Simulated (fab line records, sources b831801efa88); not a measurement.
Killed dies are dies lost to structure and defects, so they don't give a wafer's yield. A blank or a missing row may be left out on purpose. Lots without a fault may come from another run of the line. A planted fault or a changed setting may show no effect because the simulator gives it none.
One fault seen from 2 desks | flow sky130 | each desk has only its own numbers; what lay behind them comes last

THE TOOL OWNER'S DESK: krf_scanner-01
The tool's own readings at SKY_METAL1_EXPOSE_12 (exposes mask MM1, target cd 140 nm): means of the sampled wafers that have a number, for each lot that ran on this tool. A lot is out of limits, marked OUT, if its mean lies more than 4 standard deviations from the usual mean; the brackets give that distance.
Columns: A = stage_vel_mm_s at SKY_METAL1_EXPOSE_12, usual 500.02 mm/s
lot  | first seen here | A
L118 | day 33 00:40    | 500.10
L119 | day 33 04:01    | 500.02
L127 | day 35 13:48    | 500.35
L128 | day 36 01:03    | 500.14
L141 | day 39 02:22    | 499.83
L140 | day 39 04:22    | 500.20
This desk's finding: nothing out of limits on any of the 6 lots.

THE METROLOGY DESK
What the gauges read, lot by lot, whatever tool the lot ran on: means of the sampled wafers that have a number. A lot is out of limits, marked OUT, if its mean lies more than 4 standard deviations from the usual mean; the brackets give that distance.
Columns: A = cd_nm at SKY_METAL1_CD_MEAS_15, usual 139.2 nm
lot  | first seen here | A
L118 | day 33 13:08    | 138.0
L119 | day 33 17:08    | 142.1
L121 | day 33 21:07    | 139.6
L127 | day 36 02:21    | 116.2 (-14) OUT
L128 | day 36 13:58    | 111.4 (-16) OUT
L132 | day 37 12:44    | 141.4
L133 | day 38 01:40    | 139.2
L135 | day 38 08:40    | 139.8
L136 | day 38 12:19    | 137.1
L137 | day 38 20:14    | 140.4
L138 | day 39 02:41    | 140.0
L139 | day 39 08:31    | 139.7
L141 | day 39 14:05    | 138.6
L140 | day 39 16:04    | 137.9
This desk's finding: out of limits on L127, L128; first on L127, day 36 02:21 (cd_nm at SKY_METAL1_CD_MEAS_15). In limits: L118, L119, L121, L132, L133, L135, L136, L137, L138, L139, L141, L140.

PUT TOGETHER
The metrology desk could have raised an alarm at day 36 02:21, on L127, L128.
The tool owner's desk saw nothing out of limits.
The tool owner's desk has L127, L128 on record, within its limits.
Of the lots named, all ran SKY_METAL1_EXPOSE_12 on krf_scanner-01.

WHAT THE SIMULATOR HAD PUT IN
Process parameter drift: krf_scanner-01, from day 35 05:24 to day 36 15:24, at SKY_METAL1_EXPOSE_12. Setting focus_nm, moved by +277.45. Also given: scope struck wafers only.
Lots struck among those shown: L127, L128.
Hours from the fault's start to each desk's first reading out of limits: the metrology desk, 21.
